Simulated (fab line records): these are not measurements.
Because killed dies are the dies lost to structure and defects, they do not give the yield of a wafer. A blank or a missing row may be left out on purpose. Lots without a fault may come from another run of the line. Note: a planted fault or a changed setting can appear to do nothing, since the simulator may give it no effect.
Which tool was responsible?    flow sky130    13 lots with 39 wafers sampled at 4 steps, on a route of 708 steps

## WHAT EACH GAUGE READ, for each wafer
No reading from a measuring or inspecting step in the record can be judged against a usual standard deviation.

## WHICH TOOL RAN EACH LOT (tool, then ch and the chambers of the sampled wafers, then the start)
lot   SKY_CONTACT_STRIP_19                 SKY_CONTACT_SPUTTER_23       SKY_CONTACT_CMP_27             SKY_PAD_OPEN_PROBE_99
L675  plasmaAsher-04 ch 0,1, day 31 16:32  pvdSputter-04, day 31 17:08  cmp-01 ch 0,3, day 31 17:32    prober-01, day 45 19:56
L676  plasmaAsher-02 ch 0,1, day 32 08:38  pvdSputter-01, day 32 09:14  cmp-01 ch 0,1,2, day 32 09:44  prober-02, day 46 07:52
L677  plasmaAsher-04 ch 0,1, day 32 15:26  pvdSputter-03, day 32 16:02  cmp-01 ch 1,2,3, day 32 16:29  prober-01, day 46 13:57
L678  plasmaAsher-03 ch 0,1, day 33 00:27  pvdSputter-03, day 33 01:02  cmp-02 ch 2,3, day 33 01:26    prober-02, day 46 20:20
L679  plasmaAsher-02 ch 0,1, day 33 03:11  pvdSputter-03, day 33 03:47  cmp-02 ch 2,3, day 33 04:08    prober-01, day 46 21:23
L680  plasmaAsher-02 ch 0,1, day 33 20:13  pvdSputter-03, day 33 20:47  cmp-02 ch 1,2,3, day 33 21:17  prober-02, day 47 13:46
L681  plasmaAsher-02 ch 0,1, day 34 05:45  pvdSputter-04, day 34 06:20  cmp-02 ch 0,1,2, day 34 06:41  prober-01, day 47 19:01
L683  plasmaAsher-02 ch 0,1, day 34 16:11  pvdSputter-03, day 34 16:47  cmp-02 ch 1,2,3, day 34 17:08  prober-01, day 48 01:40
L690  plasmaAsher-02 ch 0,1, day 36 16:00  pvdSputter-03, day 36 16:35  cmp-01 ch 0,2, day 36 16:59    prober-02, day 49 13:28
L691  plasmaAsher-03 ch 0,1, day 36 19:27  pvdSputter-03, day 36 20:02  cmp-02 ch 0,1,2, day 36 20:26  prober-01, day 49 14:58
L695  plasmaAsher-03 ch 1, day 38 01:00    pvdSputter-03, day 38 01:40  cmp-01 ch 0,2,3, day 38 02:01  prober-01, day 50 11:17
L696  plasmaAsher-03 ch 0,1, day 38 10:50  pvdSputter-04, day 38 11:26  cmp-02 ch 0,1,2, day 38 11:50  prober-02, day 50 16:51
L697  plasmaAsher-04 ch 0,1, day 38 11:59  pvdSputter-03, day 38 12:37  cmp-02 ch 0,1,2, day 38 12:58  prober-01, day 50 18:35
- SKY_CONTACT_STRIP_19: strips in O2/N2.
- SKY_CONTACT_SPUTTER_23: material TiN, target thk 20 nm, time 80 s.
- SKY_CONTACT_CMP_27: polishes, stops on SiO2, t overpolish 15 s, target thk 0 nm.
- SKY_PAD_OPEN_PROBE_99

## WHAT THE TOOLS THEMSELVES READ (means of the sampled wafers that have a number; where no wafer has one, the mark that the record gives instead)
SKY_CONTACT_STRIP_19. Usual: chamberPressureMTorr 1500.0 mTorr, standard deviation 1.4; drypumpMotorCurrentA 5.7 A, standard deviation 0.52; oesProductAu 0.382 a.u., standard deviation 0.0045; stripTimeToEndpointS 3.651 s, standard deviation 0.025.
lot   tool            chamberPressureMTorr (mTorr)  drypumpMotorCurrentA (A)  oesProductAu (a.u.)  stripTimeToEndpointS (s)  flag
L675  plasmaAsher-04  1500.3                        5.7                       0.383                3.681                     
L676  plasmaAsher-02  1500.8                        5.9                       0.382                3.637                     
L677  plasmaAsher-04  1499.2                        6.0                       0.381                3.652                     
L678  plasmaAsher-03  1500.8                        5.4                       0.380                3.659                     
L679  plasmaAsher-02  1499.0                        5.9                       0.385                3.667                     
L680  plasmaAsher-02  1497.9                        6.1                       0.386                3.637                     
L681  plasmaAsher-02  1501.1                        5.9                       0.381                3.654                     
L683  plasmaAsher-02  1501.0                        5.9                       0.384                3.654                     
L690  plasmaAsher-02  -                             -                         -                    -                         OFF
L691  plasmaAsher-03  -                             -                         -                    -                         OFF
L695  plasmaAsher-03  1500.8                        4.6                       0.384                3.623                     
L696  plasmaAsher-03  1501.0                        5.0                       0.382                3.649                     
L697  plasmaAsher-04  1501.3                        6.0                       0.383                3.665                     

SKY_CONTACT_SPUTTER_23. Usual: throttleValvePct reads 29.5 % (standard deviation 0.86).
lot   tool           throttleValvePct (%)  flag
L675  pvdSputter-04  30.1                  
L676  pvdSputter-01  29.4                  
L677  pvdSputter-03  29.1                  
L678  pvdSputter-03  29.0                  
L679  pvdSputter-03  29.1                  
L680  pvdSputter-03  29.4                  
L681  pvdSputter-04  29.8                  
L683  pvdSputter-03  29.6                  
L690  pvdSputter-03  29.2                  
L691  pvdSputter-03  29.2                  
L695  pvdSputter-03  29.1                  
L696  pvdSputter-04  29.4                  
L697  pvdSputter-03  29.3                  

SKY_CONTACT_CMP_27. Usual: motorCurrentA 10.4 A, standard deviation 0.95; overpolishRunS 15.000 s, standard deviation 0.01; timeToEndpointS 81.5 s, standard deviation 2.6.
lot   tool    motorCurrentA (A)  overpolishRunS (s)  timeToEndpointS (s)  flag
L675  cmp-01  11.4               15.005              77.5                 
L676  cmp-01  10.1               15.005              79.1                 
L677  cmp-01  10.4               14.991              80.7                 
L678  cmp-02  10.8               14.998              79.1                 
L679  cmp-02  9.7                15.003              85.2                 
L680  cmp-02  10.3               14.998              79.9                 
L681  cmp-02  9.9                15.012              80.9                 
L683  cmp-02  10.3               15.004              83.8                 
L690  cmp-01  11.5               14.997              78.4                 
L691  cmp-02  9.8                15.003              83.0                 
L695  cmp-01  11.1               15.003              80.5                 
L696  cmp-02  10.1               14.999              81.1                 
L697  cmp-02  10.1               14.997              82.2                 

SKY_PAD_OPEN_PROBE_99. Usual: killed_at_M0_to_M3 43, standard deviation 6.9; killed_at_M4_up 3.2, standard deviation 2; killedAtContacts 25, standard deviation 5.1; killedAtFrontEnd 15, standard deviation 4.5; killedAtOther 0.2, standard deviation 0.51; killedDies 85, standard deviation 9.5; killedOnRim 16, standard deviation 3.7; killedOpen 48, standard deviation 6.9; killedShort 38, standard deviation 6.7.
lot   tool       killed_at_M0_to_M3  killed_at_M4_up  killedAtContacts  killedAtFrontEnd  killedAtOther  killedDies  killedOnRim  killedOpen  killedShort  flag
L675  prober-01  51                  4.0              24                14                0.0            93          17           54          39           
L676  prober-02  39                  3.0              22                19                0.3            83          15           46          36           
L677  prober-01  37                  4.0              28                16                0.0            85          18           47          38           
L678  prober-02  43                  3.3              28                11                0.0            86          17           49          36           
L679  prober-01  40                  2.7              28                17                0.0            87          16           56          31           
L680  prober-02  47                  3.3              24                11                0.3            86          14           46          40           
L681  prober-01  38                  2.7              23                14                0.0            77          19           42          35           
L683  prober-01  41                  1.7              24                12                0.0            78          13           45          33           
L690  prober-02  46                  2.7              425               18                0.0            492         96           50          43           OFF
L691  prober-01  43                  3.7              429               15                0.7            492         96           50          38           OFF
L695  prober-01  35                  2.3              27                16                0.3            81          16           46          35           
L696  prober-02  46                  3.3              29                15                0.3            94          17           50          43           
L697  prober-01  33                  2.3              27                14                0.0            76          15           44          32           

## THE ANSWER, worked out from the rows above alone
Rule: a lot is off if the mean of its wafers that have a number lies more than 3 standard deviations from the usual mean. Also off: a lot with no number at a reading for which 4 or more lots have one. Where the step has rows for the other lots, those lots are counted as sound. Order of review: gauges by route order, followed by the tools' own readings, for which a lot's mean as printed above is used. The first step at which some lot is off is used, and at that step the reading that is off furthest; a lot without a number counts as furthest.
Off: L690, L691, at SKY_CONTACT_STRIP_19 (chamberPressureMTorr). Without a number there: L690, L691.
If a tool, at that step or one of the process steps before it, ran each lot that is off and ran no sound lot following the first of them, it fits. None of those tried fits.

## WHAT THE SIMULATOR PUT IN
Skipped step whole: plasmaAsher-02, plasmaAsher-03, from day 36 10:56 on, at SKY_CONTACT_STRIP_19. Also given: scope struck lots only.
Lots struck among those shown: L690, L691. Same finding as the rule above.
